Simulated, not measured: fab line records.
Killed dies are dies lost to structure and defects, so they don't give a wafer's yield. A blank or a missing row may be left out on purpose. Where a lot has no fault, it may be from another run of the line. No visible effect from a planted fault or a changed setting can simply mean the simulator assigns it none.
Chamber matching    flow sky130    SKY_VIA1_ETCH_15 on rie-diel-03: 4 sister chambers
The step etches SiO2 in C4F8/O2/Ar, stops on TiN, target depth 351 nm, time 52.16 s. 4 wafers are shown with their chamber, then 8 later ones without.

WAFERS PAIRED WITH THEIR CHAMBERS
wafer   chamber  oes-product-au (a.u.)
L084.5  3        1.007
L087.2  2        0.991
L087.3  1        0.986
L087.4  0        0.984

WAFERS WITHOUT THEIR CHAMBER
wafer   oes-product-au (a.u.)
L087.5  0.980
L087.6  1.000
L088.1  0.998
L088.2  0.986
L088.3  0.988
L088.4  0.986
L088.5  0.991
L088.6  0.988

THE CHAMBER EACH PASSED THROUGH
wafer   from the rows above                in truth
L087.5  can't be placed: 0 or 1 or 2       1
L087.6  can't be placed: 3 or 2 or 1       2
L088.1  can't be placed: 2 or 3 or 1 or 0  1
L088.2  can't be placed: 1 or 0 or 2       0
L088.3  can't be placed: 1 or 2 or 0       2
L088.4  can't be placed: 1 or 0 or 2       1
L088.5  can't be placed: 2 or 1 or 0       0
L088.6  can't be placed: 1 or 2 or 0       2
0 of 8 placed correctly. These rows do not allow placing 8 (true chamber among the candidates in 8). Wrongly placed: 0.
How it was worked out, from the rows above alone: a wafer's distance from a chamber is the root of the sum, over the readings, of the square of ((its reading less the chamber's mean) divided by the reading's scatter). If the next closest chamber is less than 2 further off than the closest, the wafer can't be placed; otherwise it belongs to the closest. A chamber's mean is the mean of its shown wafers. The scatter (one wafer shown for each chamber): square how far every hidden wafer sits from the nearest shown wafer, average those squares and take the square root.
